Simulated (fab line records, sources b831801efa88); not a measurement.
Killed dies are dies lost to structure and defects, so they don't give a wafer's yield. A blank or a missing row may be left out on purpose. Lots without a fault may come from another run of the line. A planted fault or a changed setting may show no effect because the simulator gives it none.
Which tool did it? | flow sky130 | 15 lots, 45 wafers sampled, at 2 steps of a route of 708

WHAT THE GAUGES READ, wafer by wafer
SKY_VT_ADJUST_LVTN_OVL_MEAS_07. Usual: VT_ADJUST_LVTN_OVL 0.1 nm, standard deviation 1.4.
lot  | measured     | on         | VT_ADJUST_LVTN_OVL (nm) | flag
L596 | day 7 02:32  | overlay-01 | 0.3 0.1 -2.0            |
L597 | day 7 17:02  | overlay-02 | -0.6 -2.6 -2.0          |
L598 | day 8 05:41  | overlay-02 | -0.8 -0.2 0.0           |
L599 | day 8 07:33  | overlay-01 | -0.3 -0.2 -1.3          |
L603 | day 9 14:52  | overlay-02 | 0.7 1.2 1.3             |
L605 | day 9 15:53  | overlay-01 | 0.7 0.8 0.4             |
L608 | day 10 09:35 | overlay-02 | 2.4 0.8 1.3             |
L607 | day 10 09:56 | overlay-01 | 0.3 -0.8 -1.2           |
L609 | day 10 11:35 | overlay-01 | -0.2 0.5 1.4            |
L610 | day 10 23:47 | overlay-02 | 2.0 -1.6 1.0            |
L611 | day 11 01:53 | overlay-01 | -1.2 0.4 -1.5           |
L616 | day 12 10:31 | overlay-02 | 1.8 0.5 -0.2            |
L617 | day 12 16:58 | overlay-01 | 0.0 1.1 1.0             |
L618 | day 12 19:31 | overlay-01 | -1.3 -1.6 -1.5          |
L619 | day 13 06:55 | overlay-01 | 2.2 -0.6 0.6            |

SKY_GATE_OXIDE_OVL_MEAS_10. Usual: GATE_OXIDE_OVL 0.3 nm, standard deviation 1.3.
lot  | measured     | on         | GATE_OXIDE_OVL (nm) | flag
L596 | day 14 04:11 | overlay-01 | 0.5 0.4 1.0         |
L597 | day 14 18:50 | overlay-02 | -1.2 -1.9 -1.4      |
L598 | day 15 08:40 | overlay-01 | 0.8 2.3 1.2         |
L599 | day 15 15:08 | overlay-02 | 0.4 0.1 0.8         |
L603 | day 17 07:04 | overlay-02 | -1.0 0.0 0.2        |
L605 | day 17 08:10 | overlay-01 | 1.2 1.2 0.8         |
L608 | day 18 04:17 | overlay-02 | -1.3 -1.0 -0.6      |
L607 | day 18 08:23 | overlay-01 | 2.9 1.2 1.3         |
L609 | day 18 08:13 | overlay-02 | 0.2 1.0 -0.4        |
L610 | day 18 23:41 | overlay-01 | -1.9 -2.3 -2.4      |
L611 | day 19 06:49 | overlay-02 | -0.4 -0.2 -0.2      |
L616 | day 20 19:40 | overlay-02 | 1.3 1.1 0.2         |
L617 | day 21 11:37 | overlay-01 | 1.0 0.7 0.4         |
L618 | day 21 11:40 | overlay-02 | 1.3 -0.2 0.0        |
L619 | day 21 23:07 | overlay-01 | 1.0 2.5 0.4         |

WHICH TOOL RAN EACH LOT (tool, then ch and the chambers of the sampled wafers, then the start)
The record holds no process step before these readings.

WHAT THE TOOLS THEMSELVES READ (means of the sampled wafers that have a number; where no wafer has one, the mark that the record gives instead)
The record holds no such reading with a usual standard deviation.

THE ANSWER, worked out from the rows above alone
Rule: a lot is off if the mean of its wafers that have a number lies more than 3 standard deviations from the usual mean. A lot without any number at a reading at which 4 lots or more have one is off too. The other lots that the step has rows for count as sound. The gauges are gone through in route order, then the tools' own readings, and for those a lot's mean is taken as printed above. The first step at which some lot is off is used, and at that step the reading that is off furthest; a lot without a number counts as furthest.
No lot is off at any reading shown: from this, nothing can be told.

WHAT THE SIMULATOR HAD PUT IN
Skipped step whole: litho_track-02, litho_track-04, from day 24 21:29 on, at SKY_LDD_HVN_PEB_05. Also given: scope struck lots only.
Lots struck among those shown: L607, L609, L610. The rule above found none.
